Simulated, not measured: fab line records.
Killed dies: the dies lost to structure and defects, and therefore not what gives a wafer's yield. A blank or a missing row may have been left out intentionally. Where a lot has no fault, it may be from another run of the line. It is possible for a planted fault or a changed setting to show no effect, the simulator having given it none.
One fault through the eyes of 2 desks / flow sky130 / every desk sees just its own numbers, and what lay behind them comes last

AT THE METROLOGY DESK
What the gauges read, lot by lot, whatever tool the lot ran on: means of the sampled wafers that have a number. Marked OUT: a lot whose mean sits more than 4 standard deviations from the usual mean, which makes it out of limits; the brackets give that distance.
Columns: A = PASSIVATION_CVD_00_THK at SKY_PASSIVATION_THK_MEAS_01, usual 90.5 nm
lot=L274; first seen here=day 43 18:11; A=90.6
lot=L276; first seen here=day 44 08:04; A=89.9
lot=L280; first seen here=day 46 11:07; A=78.4 (-12) OUT
lot=L283; first seen here=day 46 12:46; A=77.9 (-13) OUT
lot=L287; first seen here=day 47 01:47; A=90.8
lot=L286; first seen here=day 47 03:37; A=90.5
lot=L289; first seen here=day 47 19:01; A=90.2
lot=L290; first seen here=day 49 06:35; A=90.1
lot=L294; first seen here=day 49 08:41; A=90.4
lot=L295; first seen here=day 49 08:52; A=90.6
lot=L292; first seen here=day 49 09:27; A=90.0
lot=L296; first seen here=day 49 09:44; A=91.2
Per this desk, out of limits: L280, L283; the first was L280, day 46 11:07 (PASSIVATION_CVD_00_THK at SKY_PASSIVATION_THK_MEAS_01). In limits: L274, L276, L287, L286, L289, L290, L294, L295, L292, L296.

AT THE TOOL OWNER'S DESK: pecvd-02
The tool's own readings at SKY_PASSIVATION_CVD_00 (deposits SiO2, target thk 90 nm): means of the sampled wafers that have a number, for each lot that ran on this tool. Marked OUT: a lot whose mean sits more than 4 standard deviations from the usual mean, which makes it out of limits; the brackets give that distance.
Columns: A = heater-power-w at SKY_PASSIVATION_CVD_00, usual 636 W
lot=L276; first seen here=day 44 08:03; A=625
lot=L280; first seen here=day 46 11:04; A=605
lot=L283; first seen here=day 46 12:44; A=596
lot=L295; first seen here=day 49 08:49; A=584
lot=L292; first seen here=day 49 09:25; A=608
This desk's finding: nothing out of limits on any of the 5 lots.

ALL TOGETHER
L280, L283 would have let the metrology desk raise an alarm at day 46 11:07.
Nothing out of limits was seen by the tool owner's desk.
Tool owner's desk: L280, L283 on record, inside its limits.
The lots listed all ran SKY_PASSIVATION_CVD_00 on pecvd-02.

WHAT THE SIMULATOR HAD PUT IN
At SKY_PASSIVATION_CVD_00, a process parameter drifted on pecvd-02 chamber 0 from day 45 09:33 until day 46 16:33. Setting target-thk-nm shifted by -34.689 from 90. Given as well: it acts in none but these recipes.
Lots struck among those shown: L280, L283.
Time in hours between the start of the fault and the first out-of-limits reading at each desk: metrology desk, 26.
